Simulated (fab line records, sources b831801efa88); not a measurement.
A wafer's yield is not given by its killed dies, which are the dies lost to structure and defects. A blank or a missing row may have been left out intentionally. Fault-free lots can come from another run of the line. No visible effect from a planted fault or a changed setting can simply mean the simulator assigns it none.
Which tool did it? / flow gf180mcu / 13 lots with 39 wafers sampled at 4 steps, on a route of 602 steps

WHAT THE GAUGES READ, wafer by wafer
GF_PASSIVATION_THK_MEAS_03. Usual: PASSIVATION_CVD_02_THK 701 nm, standard deviation 8.8.
lot=L168; measured=day 27 13:50; on=film metro-04; PASSIVATION_CVD_02_THK (nm)=715 695 703; flag=
lot=L169; measured=day 27 22:27; on=film metro-04; PASSIVATION_CVD_02_THK (nm)=686 700 703; flag=
lot=L172; measured=day 29 06:13; on=film metro-04; PASSIVATION_CVD_02_THK (nm)=692 714 704; flag=
lot=L173; measured=day 29 13:43; on=film metro-03; PASSIVATION_CVD_02_THK (nm)=693 687 713; flag=
lot=L175; measured=day 30 05:44; on=film metro-04; PASSIVATION_CVD_02_THK (nm)=691 700 706; flag=
lot=L176; measured=day 30 08:55; on=film metro-04; PASSIVATION_CVD_02_THK (nm)=690 692 706; flag=
lot=L178; measured=day 30 15:16; on=film metro-02; PASSIVATION_CVD_02_THK (nm)=695 688 711; flag=
lot=L183; measured=day 32 04:35; on=film metro-03; PASSIVATION_CVD_02_THK (nm)=697 688 699; flag=
lot=L184; measured=day 32 07:41; on=film metro-03; PASSIVATION_CVD_02_THK (nm)=708 709 708; flag=
lot=L186; measured=day 32 19:32; on=film metro-02; PASSIVATION_CVD_02_THK (nm)=703 696 701; flag=
lot=L187; measured=day 33 02:23; on=film metro-02; PASSIVATION_CVD_02_THK (nm)=706 707 712; flag=
lot=L190; measured=day 33 19:19; on=film metro-02; PASSIVATION_CVD_02_THK (nm)=695 701 693; flag=
lot=L191; measured=day 34 03:39; on=film metro-03; PASSIVATION_CVD_02_THK (nm)=699 700 720; flag=

EACH LOT AND THE TOOL THAT RAN IT (in order: tool; ch and the chambers of the sampled wafers; start)
lot=L168; GF_VT_IMPLANT_STRIP_42=plasma asher-03 ch 0,1, day 7 15:17; GF_V5_SPUTTER_22=pvd sputter-01, day 26 15:19; GF_TOP_METAL_STRIP_17=plasma asher-02 ch 0,1, day 27 12:53
lot=L169; GF_VT_IMPLANT_STRIP_42=plasma asher-03 ch 0,1, day 7 21:29; GF_V5_SPUTTER_22=pvd sputter-03, day 26 23:22; GF_TOP_METAL_STRIP_17=plasma asher-04 ch 0,1, day 27 21:29
lot=L172; GF_VT_IMPLANT_STRIP_42=plasma asher-02 ch 0,1, day 9 01:32; GF_V5_SPUTTER_22=pvd sputter-02, day 28 10:16; GF_TOP_METAL_STRIP_17=plasma asher-02 ch 0,1, day 29 05:12
lot=L173; GF_VT_IMPLANT_STRIP_42=plasma asher-04 ch 0,1, day 9 03:30; GF_V5_SPUTTER_22=pvd sputter-02, day 28 18:25; GF_TOP_METAL_STRIP_17=plasma asher-02 ch 0,1, day 29 12:43
lot=L175; GF_VT_IMPLANT_STRIP_42=plasma asher-04 ch 0,1, day 10 00:12; GF_V5_SPUTTER_22=pvd sputter-02, day 29 10:40; GF_TOP_METAL_STRIP_17=plasma asher-01 ch 0,1, day 30 04:37
lot=L176; GF_VT_IMPLANT_STRIP_42=plasma asher-04 ch 0,1, day 10 00:48; GF_V5_SPUTTER_22=pvd sputter-02, day 29 13:50; GF_TOP_METAL_STRIP_17=plasma asher-04 ch 0,1, day 30 07:58
lot=L178; GF_VT_IMPLANT_STRIP_42=plasma asher-04 ch 0,1, day 10 10:23; GF_V5_SPUTTER_22=pvd sputter-03, day 29 19:25; GF_TOP_METAL_STRIP_17=plasma asher-04 ch 0,1, day 30 14:14
lot=L183; GF_VT_IMPLANT_STRIP_42=plasma asher-02 ch 0,1, day 11 17:44; GF_V5_SPUTTER_22=pvd sputter-01, day 31 09:46; GF_TOP_METAL_STRIP_17=plasma asher-01 ch 0,1, day 32 03:36
lot=L184; GF_VT_IMPLANT_STRIP_42=plasma asher-03 ch 0,1, day 12 00:46; GF_V5_SPUTTER_22=pvd sputter-03, day 31 13:25; GF_TOP_METAL_STRIP_17=plasma asher-01 ch 0,1, day 32 06:44
lot=L186; GF_VT_IMPLANT_STRIP_42=plasma asher-03 ch 1, day 12 16:14; GF_V5_SPUTTER_22=pvd sputter-02, day 32 01:28; GF_TOP_METAL_STRIP_17=plasma asher-04 ch 0,1, day 32 18:32
lot=L187; GF_VT_IMPLANT_STRIP_42=plasma asher-02 ch 0,1, day 12 20:53; GF_V5_SPUTTER_22=pvd sputter-02, day 32 07:55; GF_TOP_METAL_STRIP_17=plasma asher-04 ch 0,1, day 33 01:17
lot=L190; GF_VT_IMPLANT_STRIP_42=plasma asher-03 ch 0,1, day 13 09:56; GF_V5_SPUTTER_22=pvd sputter-03, day 33 02:19; GF_TOP_METAL_STRIP_17=plasma asher-01 ch 0,1, day 33 18:19
lot=L191; GF_VT_IMPLANT_STRIP_42=plasma asher-02 ch 0, day 13 13:50; GF_V5_SPUTTER_22=pvd sputter-01, day 33 06:40; GF_TOP_METAL_STRIP_17=plasma asher-02 ch 0,1, day 34 02:41
- GF_VT_IMPLANT_STRIP_42: strips in O2/N2.
- GF_V5_SPUTTER_22: material TiN, target thk 10 nm, time 40 s.
- GF_TOP_METAL_STRIP_17: strips in O2/N2.

WHAT THE TOOLS THEMSELVES READ (means of the sampled wafers that have a number; where no wafer has one, the mark that the record gives instead)
GF_VT_IMPLANT_STRIP_42. Usual: drypump motor current A 5.8 A, standard deviation 0.33; heater power w 321 W, standard deviation 14; o2 flow sccm 2998 sccm, standard deviation 8.9; oes product au 0.717 a.u., standard deviation 0.0048; strip time to endpoint s 12.62 s, standard deviation 0.035.
lot=L168; tool=plasma asher-03; drypump motor current A (A)=6.0; heater power w (W)=305; o2 flow sccm (sccm)=3006; oes product au (a.u.)=0.714; strip time to endpoint s (s)=12.60; flag=
lot=L169; tool=plasma asher-03; drypump motor current A (A)=5.9; heater power w (W)=305; o2 flow sccm (sccm)=3008; oes product au (a.u.)=0.716; strip time to endpoint s (s)=12.61; flag=
lot=L172; tool=plasma asher-02; drypump motor current A (A)=6.0; heater power w (W)=337; o2 flow sccm (sccm)=2990; oes product au (a.u.)=0.714; strip time to endpoint s (s)=12.64; flag=
lot=L173; tool=plasma asher-04; drypump motor current A (A)=5.7; heater power w (W)=325; o2 flow sccm (sccm)=3003; oes product au (a.u.)=0.719; strip time to endpoint s (s)=12.65; flag=
lot=L175; tool=plasma asher-04; drypump motor current A (A)=5.6; heater power w (W)=320; o2 flow sccm (sccm)=2995; oes product au (a.u.)=0.715; strip time to endpoint s (s)=12.60; flag=
lot=L176; tool=plasma asher-04; drypump motor current A (A)=5.7; heater power w (W)=329; o2 flow sccm (sccm)=2996; oes product au (a.u.)=0.714; strip time to endpoint s (s)=12.66; flag=
lot=L178; tool=plasma asher-04; drypump motor current A (A)=5.7; heater power w (W)=327; o2 flow sccm (sccm)=2996; oes product au (a.u.)=0.718; strip time to endpoint s (s)=12.65; flag=
lot=L183; tool=plasma asher-02; drypump motor current A (A)=6.0; heater power w (W)=328; o2 flow sccm (sccm)=2997; oes product au (a.u.)=0.715; strip time to endpoint s (s)=12.66; flag=
lot=L184; tool=plasma asher-03; drypump motor current A (A)=6.0; heater power w (W)=309; o2 flow sccm (sccm)=2999; oes product au (a.u.)=0.720; strip time to endpoint s (s)=12.65; flag=
lot=L186; tool=plasma asher-03; drypump motor current A (A)=5.5; heater power w (W)=329; o2 flow sccm (sccm)=3001; oes product au (a.u.)=0.717; strip time to endpoint s (s)=12.57; flag=
lot=L187; tool=plasma asher-02; drypump motor current A (A)=5.7; heater power w (W)=333; o2 flow sccm (sccm)=3003; oes product au (a.u.)=0.720; strip time to endpoint s (s)=12.63; flag=
lot=L190; tool=plasma asher-03; drypump motor current A (A)=5.7; heater power w (W)=317; o2 flow sccm (sccm)=3004; oes product au (a.u.)=0.713; strip time to endpoint s (s)=12.57; flag=
lot=L191; tool=plasma asher-02; drypump motor current A (A)=6.2; heater power w (W)=333; o2 flow sccm (sccm)=3005; oes product au (a.u.)=0.715; strip time to endpoint s (s)=12.62; flag=

GF_V5_SPUTTER_22. Usual: chamber pressure pa 4.999 Pa, standard deviation 0.0092; throttle valve pct 30.4 %, standard deviation 0.94.
lot=L168; tool=pvd sputter-01; chamber pressure pa (Pa)=4.996; throttle valve pct (%)=30.9; flag=
lot=L169; tool=pvd sputter-03; chamber pressure pa (Pa)=5.002; throttle valve pct (%)=30.1; flag=
lot=L172; tool=pvd sputter-02; chamber pressure pa (Pa)=4.994; throttle valve pct (%)=30.0; flag=
lot=L173; tool=pvd sputter-02; chamber pressure pa (Pa)=4.995; throttle valve pct (%)=29.4; flag=
lot=L175; tool=pvd sputter-02; chamber pressure pa (Pa)=5.000; throttle valve pct (%)=30.3; flag=
lot=L176; tool=pvd sputter-02; chamber pressure pa (Pa)=4.997; throttle valve pct (%)=29.4; flag=
lot=L178; tool=pvd sputter-03; chamber pressure pa (Pa)=4.993; throttle valve pct (%)=30.9; flag=
lot=L183; tool=pvd sputter-01; chamber pressure pa (Pa)=4.999; throttle valve pct (%)=30.5; flag=
lot=L184; tool=pvd sputter-03; chamber pressure pa (Pa)=4.994; throttle valve pct (%)=30.7; flag=
lot=L186; tool=pvd sputter-02; chamber pressure pa (Pa)=5.006; throttle valve pct (%)=30.4; flag=
lot=L187; tool=pvd sputter-02; chamber pressure pa (Pa)=4.992; throttle valve pct (%)=29.6; flag=
lot=L190; tool=pvd sputter-03; chamber pressure pa (Pa)=5.007; throttle valve pct (%)=30.5; flag=
lot=L191; tool=pvd sputter-01; chamber pressure pa (Pa)=5.000; throttle valve pct (%)=30.6; flag=

GF_TOP_METAL_STRIP_17. Usual: drypump motor current A 5.71 A, standard deviation 0.27; heater power w 337 W, standard deviation 24; o2 flow sccm 2999 sccm, standard deviation 9.4; oes product au 0.710 a.u., standard deviation 0.0044; strip time to endpoint s 12.89 s, standard deviation 0.079.
lot=L168; tool=plasma asher-02; drypump motor current A (A)=5.73; heater power w (W)=345; o2 flow sccm (sccm)=3011; oes product au (a.u.)=0.707; strip time to endpoint s (s)=12.89; flag=
lot=L169; tool=plasma asher-04; drypump motor current A (A)=5.68; heater power w (W)=326; o2 flow sccm (sccm)=3000; oes product au (a.u.)=0.714; strip time to endpoint s (s)=12.80; flag=
lot=L172; tool=plasma asher-02; drypump motor current A (A)=5.72; heater power w (W)=337; o2 flow sccm (sccm)=2991; oes product au (a.u.)=0.707; strip time to endpoint s (s)=12.88; flag=
lot=L173; tool=plasma asher-02; drypump motor current A (A)=5.73; heater power w (W)=340; o2 flow sccm (sccm)=2998; oes product au (a.u.)=0.710; strip time to endpoint s (s)=12.84; flag=
lot=L175; tool=plasma asher-01; drypump motor current A (A)=5.61; heater power w (W)=333; o2 flow sccm (sccm)=2994; oes product au (a.u.)=0.706; strip time to endpoint s (s)=12.81; flag=
lot=L176; tool=plasma asher-04; drypump motor current A (A)=5.71; heater power w (W)=335; o2 flow sccm (sccm)=2994; oes product au (a.u.)=0.710; strip time to endpoint s (s)=12.90; flag=
lot=L178; tool=plasma asher-04; drypump motor current A (A)=5.70; heater power w (W)=328; o2 flow sccm (sccm)=2998; oes product au (a.u.)=0.712; strip time to endpoint s (s)=12.80; flag=
lot=L183; tool=plasma asher-01; drypump motor current A (A)=5.69; heater power w (W)=347; o2 flow sccm (sccm)=3005; oes product au (a.u.)=0.711; strip time to endpoint s (s)=12.94; flag=
lot=L184; tool=plasma asher-01; drypump motor current A (A)=5.69; heater power w (W)=343; o2 flow sccm (sccm)=2992; oes product au (a.u.)=0.711; strip time to endpoint s (s)=12.99; flag=
lot=L186; tool=plasma asher-04; drypump motor current A (A)=5.69; heater power w (W)=330; o2 flow sccm (sccm)=3008; oes product au (a.u.)=0.711; strip time to endpoint s (s)=12.92; flag=
lot=L187; tool=plasma asher-04; drypump motor current A (A)=5.71; heater power w (W)=329; o2 flow sccm (sccm)=2984; oes product au (a.u.)=0.711; strip time to endpoint s (s)=12.96; flag=
lot=L190; tool=plasma asher-01; drypump motor current A (A)=5.69; heater power w (W)=346; o2 flow sccm (sccm)=2995; oes product au (a.u.)=0.710; strip time to endpoint s (s)=12.82; flag=
lot=L191; tool=plasma asher-02; drypump motor current A (A)=5.71; heater power w (W)=341; o2 flow sccm (sccm)=3000; oes product au (a.u.)=0.708; strip time to endpoint s (s)=12.90; flag=

THE ANSWER, worked out from the rows above alone
Rule: a lot is off if the mean of its wafers that have a number lies more than 3 standard deviations from the usual mean. Also off: a lot with no number at a reading for which 4 or more lots have one. Any other lot the step has rows for is counted as sound. The gauges are gone through in route order, then the tools' own readings, and for those a lot's mean is taken as printed above. At the first step where some lot is off, the reading lying furthest off is the one used; lots without a number count as furthest.
None of the lots is off at any reading shown; this tells nothing.

WHAT WAS PUT IN BY THE SIMULATOR
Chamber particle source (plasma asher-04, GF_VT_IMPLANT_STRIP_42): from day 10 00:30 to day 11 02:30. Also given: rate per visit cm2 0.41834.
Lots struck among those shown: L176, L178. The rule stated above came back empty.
